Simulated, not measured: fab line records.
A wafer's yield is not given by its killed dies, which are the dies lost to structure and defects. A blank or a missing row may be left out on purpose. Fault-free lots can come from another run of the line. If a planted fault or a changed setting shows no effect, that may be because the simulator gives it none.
Chamber matching :: flow gf180mcu :: GF_V3_CMP_26 on cmp-02 has 4 sister chambers
The step polishes, stops on SiO2, t overpolish 15 s, target thk 0 nm. 8 wafers are shown with their chamber, then 12 later ones without.

## WAFERS, EACH WITH ITS CHAMBER
wafer: L085.1
chamber: 2
motor-current-A (A): 9.9
time-to-endpoint-s (s): 83

wafer: L086.3
chamber: 2
motor-current-A (A): 10.5
time-to-endpoint-s (s): 87

wafer: L087.3
chamber: 1
motor-current-A (A): 13.1
time-to-endpoint-s (s): 76

wafer: L087.5
chamber: 0
motor-current-A (A): 11.3
time-to-endpoint-s (s): 78

wafer: L087.6
chamber: 1
motor-current-A (A): 12.6
time-to-endpoint-s (s): 82

wafer: L090.1
chamber: 0
motor-current-A (A): 12.6
time-to-endpoint-s (s): 81

wafer: L090.4
chamber: 3
motor-current-A (A): 12.4
time-to-endpoint-s (s): 85

wafer: L090.6
chamber: 3
motor-current-A (A): 12.4
time-to-endpoint-s (s): 85

## WAFERS MISSING THEIR CHAMBER
wafer: L093.2
motor-current-A (A): 12.8
time-to-endpoint-s (s): 87

wafer: L093.3
motor-current-A (A): 11.9
time-to-endpoint-s (s): 82

wafer: L093.6
motor-current-A (A): 12.0
time-to-endpoint-s (s): 83

wafer: L095.2
motor-current-A (A): 10.3
time-to-endpoint-s (s): 79

wafer: L095.5
motor-current-A (A): 12.9
time-to-endpoint-s (s): 80

wafer: L095.6
motor-current-A (A): 10.1
time-to-endpoint-s (s): 81

wafer: L096.1
motor-current-A (A): 11.6
time-to-endpoint-s (s): 80

wafer: L096.4
motor-current-A (A): 11.9
time-to-endpoint-s (s): 82

wafer: L096.6
motor-current-A (A): 11.9
time-to-endpoint-s (s): 79

wafer: L097.4
motor-current-A (A): 12.9
time-to-endpoint-s (s): 81

wafer: L097.5
motor-current-A (A): 12.2
time-to-endpoint-s (s): 80

wafer: L097.6
motor-current-A (A): 12.8
time-to-endpoint-s (s): 82

## CHAMBER TAKEN BY EACH
wafer: L093.2
from the rows above: can't be placed: 3 or 1
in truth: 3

wafer: L093.3
from the rows above: can't be placed: 0 or 3 or 1
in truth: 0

wafer: L093.6
from the rows above: can't be placed: 3 or 0 or 1
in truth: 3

wafer: L095.2
from the rows above: can't be placed: 2 or 0
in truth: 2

wafer: L095.5
from the rows above: can't be placed: 1 or 0 or 3
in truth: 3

wafer: L095.6
from the rows above: 2
in truth: 2

wafer: L096.1
from the rows above: can't be placed: 0 or 3 or 1
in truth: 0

wafer: L096.4
from the rows above: can't be placed: 0 or 3 or 1
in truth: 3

wafer: L096.6
from the rows above: can't be placed: 0 or 1
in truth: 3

wafer: L097.4
from the rows above: can't be placed: 1 or 3 or 0
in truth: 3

wafer: L097.5
from the rows above: can't be placed: 0 or 1 or 3
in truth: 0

wafer: L097.6
from the rows above: can't be placed: 1 or 3 or 0
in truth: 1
Placed correctly: 1 of 12. From these rows, 11 cannot be placed; in 10 the true chamber is one of the candidates. Number placed wrongly: 0.
How it was worked out, from the rows above alone: a wafer's distance from a chamber is the root of the sum, over the readings, of the square of ((its reading less the chamber's mean) divided by the reading's scatter). If the next closest chamber is less than 2 further off than the closest, the wafer can't be placed; otherwise it belongs to the closest. For every chamber, the mean is computed from those of its wafers that are shown. How the scatter is found: for the shown wafers, subtract from each reading the mean of its chamber, square and add these, divide the total by (wafers less chambers), then take the root.
